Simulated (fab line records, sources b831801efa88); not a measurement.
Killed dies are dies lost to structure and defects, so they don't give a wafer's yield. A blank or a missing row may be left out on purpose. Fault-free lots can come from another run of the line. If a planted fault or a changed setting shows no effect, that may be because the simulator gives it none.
Chamber matching / flow sky130 / 4 sister chambers for SKY_VIA3_CMP_02 on cmp-02
The step polishes SiO2. 14 wafers are shown with their chamber, then 7 later ones without.

WAFERS, EACH WITH ITS CHAMBER
wafer=L904.4; chamber=2; motor current A (A)=11.1
wafer=L904.5; chamber=1; motor current A (A)=12.7
wafer=L904.6; chamber=0; motor current A (A)=13.9
wafer=L905.1; chamber=2; motor current A (A)=10.5
wafer=L905.4; chamber=3; motor current A (A)=11.8
wafer=L905.5; chamber=3; motor current A (A)=11.8
wafer=L907.1; chamber=2; motor current A (A)=10.7
wafer=L907.2; chamber=3; motor current A (A)=11.0
wafer=L907.5; chamber=0; motor current A (A)=13.3
wafer=L909.3; chamber=3; motor current A (A)=11.5
wafer=L909.5; chamber=0; motor current A (A)=14.2
wafer=L909.6; chamber=1; motor current A (A)=13.0
wafer=L912.3; chamber=0; motor current A (A)=12.7
wafer=L912.4; chamber=2; motor current A (A)=11.3

SIGNATURES (averages over the wafers above)
reading=motor current A; chamber 0=13.525; chamber 1=12.850; chamber 2=10.900; chamber 3=11.525; scatter within a chamber=0.469
Rule: for a wafer and a chamber, the distance is found by dividing, reading by reading, the gap between the wafer's reading and the chamber's mean by the reading's scatter, squaring, summing and taking the root. If the next closest chamber is less than 2 further off than the closest, the wafer can't be placed; otherwise it belongs to the closest. The scatter: take each reading less its chamber's mean, square it, sum over the shown wafers, divide by the number of wafers less the number of chambers, and take the root.

WAFERS WHOSE CHAMBER IS MISSING
wafer=L912.5; motor current A (A)=13.1
wafer=L915.1; motor current A (A)=13.0
wafer=L915.3; motor current A (A)=11.1
wafer=L915.6; motor current A (A)=11.2
wafer=L922.1; motor current A (A)=11.0
wafer=L922.2; motor current A (A)=13.9
wafer=L922.4; motor current A (A)=10.6

WHICH CHAMBER EACH WENT THROUGH
wafer=L912.5; from the rows above=can't be placed: 1 or 0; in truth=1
wafer=L915.1; from the rows above=can't be placed: 1 or 0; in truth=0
wafer=L915.3; from the rows above=can't be placed: 2 or 3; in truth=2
wafer=L915.6; from the rows above=can't be placed: 2 or 3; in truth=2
wafer=L922.1; from the rows above=can't be placed: 2 or 3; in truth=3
wafer=L922.2; from the rows above=can't be placed: 0 or 1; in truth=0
wafer=L922.4; from the rows above=can't be placed: 2 or 3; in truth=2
Placed correctly: 0 of 7. From these rows, 7 cannot be placed; in 7 the true chamber is one of the candidates. 0 placed wrongly.
